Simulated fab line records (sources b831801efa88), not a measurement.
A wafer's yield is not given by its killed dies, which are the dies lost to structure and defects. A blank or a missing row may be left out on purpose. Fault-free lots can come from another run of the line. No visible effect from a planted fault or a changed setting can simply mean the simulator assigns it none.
Comparing a struck lot with a sound one :: flow sky130 :: 25 steps out of a route of 708
Sound: these wafers, L374.1, L374.2, L374.3. The struck wafers were L387.1, L387.2, L387.5. The cause is given at the end.
For every step that has rows: the tool of each side, followed by ch and its chambers, followed by its first start. Under that, the readings that differ: sound wafers :: struck wafers :: difference of the means :: sigmas: that difference in standard deviations of wafers without a fault.
alike: a reading whose means differ by less than 2 such deviations, as well as words and numbers matching on both sides. not compared: withheld readings; readings where some wafer has no value; bounds like >300 that might hide an equal value; numbers whose values overlap and for which the record gives no deviation.
A row with sigmas, a row that says differs or no value, or rows on one side alone: a step with any of these is where the two part. Non-overlapping numbers with no deviation appear without sigmas and do not part them. Lack of a reading on every wafer of one side parts them only where that side has two or more wafers.

SKY_POLY_CUT_ETCH_11: etches Si3N4 in CF4/CH2F2/Ar, stops on poly-Si, time 42.5 s, target depth 60 nm.
  sound on rie diel-04 ch 0,2,3, day 25 07:35; struck on rie diel-04 ch 0,2, day 29 21:50
  alike: chamber pressure mTorr, drypump motor current A, oes product au, throttle valve pct
  not compared: rf hours counter h
SKY_POLY_CUT_STRIP_12: strips in O2/N2.
  sound on plasma asher-02 ch 0,1, day 25 07:38; struck on plasma asher-01 ch 0,1, day 29 21:52
  alike: chamber pressure mTorr, drypump motor current A, oes product au, strip time to endpoint s
  not compared: rf hours counter h
then, 7 steps without rows for these wafers: SKY_SD_P_DEHYDRATE_00 (time 60 s); SKY_SD_P_HMDS_01 (prime time 60 s); SKY_SD_P_COAT_02 (resist thk 1140 nm); SKY_SD_P_SOFTBAKE_03 (time 60 s); SKY_SD_P_EXPOSE_04 (exposes mask PSDM, target cd 380 nm); SKY_SD_P_PEB_05; SKY_SD_P_DEVELOP_06 (develop time 60 s).
SKY_SD_P_CD_MEAS_07 targets a cd of 380 nm.
  sound: cd sem-02 at day 26 12:41; struck: cd sem-01 at day 31 00:29
  alike: cd nm
SKY_SD_P_OVL_MEAS_08:
  sound: overlay-01 at day 26 12:48; struck: overlay-02 at day 31 00:36
  alike: SD_P_OVL
next, for these wafers, 1 step has no rows: SKY_SD_P_IMPLANT_09.
SKY_SD_P_STRIP_10: strips in O2/N2.
  sound on plasma asher-03 ch 0,1, day 26 12:59; struck on plasma asher-03 ch 0,1, day 31 00:47
reading: strip time to endpoint s (s)
sound: 17.50 17.53 17.51
struck: - - -
difference: no value on the struck wafers
sigmas: 

reading: model.NOVOLAK_of_SD_P_COAT_02.thk nm (nm)
sound: 0 0 0
struck: 618.1 618.5 617.4
difference: +618.0
sigmas: 
  alike: chamber pressure mTorr, drypump motor current A, oes product au
  not compared: rf hours counter h
SKY_SD_P_TW_MEAS_11:
  sound: film metro-02 at day 26 13:05; struck: film metro-03 at day 31 00:53
  alike: SD_P_TW
then, 8 steps without rows for these wafers: SKY_RES_XHIGH_DEHYDRATE_00 (time 60 s); SKY_RES_XHIGH_HMDS_01 (prime time 60 s); SKY_RES_XHIGH_COAT_02 (resist thk 1140 nm); SKY_RES_XHIGH_SOFTBAKE_03 (time 60 s); SKY_RES_XHIGH_EXPOSE_04 (exposes mask URPM, target cd 1270 nm); SKY_RES_XHIGH_PEB_05; SKY_RES_XHIGH_DEVELOP_06 (develop time 60 s); SKY_RES_XHIGH_IMPLANT_07.
SKY_RES_XHIGH_STRIP_08: strips in O2/N2.
  sound on plasma asher-03 ch 0,1, day 27 18:05; struck on plasma asher-01 ch 0,1, day 32 04:38
reading: strip time to endpoint s (s)
sound: 14.21 14.26 14.22
struck: 23.57 23.58 23.54
difference: +9.33
sigmas: +99 or more
  alike: chamber pressure mTorr, drypump motor current A, oes product au
  not compared: rf hours counter h
SKY_RES_XHIGH_TW_MEAS_09:
  sound: film metro-02 at day 27 18:11; struck: film metro-02 at day 32 04:44
reading: RES_XHIGH_TW
sound: 1618 1633 1631
struck: 30 30 30
difference: -1597
sigmas: -99 or more
then, 1 step without rows for these wafers: SKY_SD_N_DEHYDRATE_00 (time 60 s).

== WHERE THEY PART ==
First at SKY_SD_P_STRIP_10; last, within this record, at SKY_RES_XHIGH_TW_MEAS_09.

WHY: what had been put in by the simulator
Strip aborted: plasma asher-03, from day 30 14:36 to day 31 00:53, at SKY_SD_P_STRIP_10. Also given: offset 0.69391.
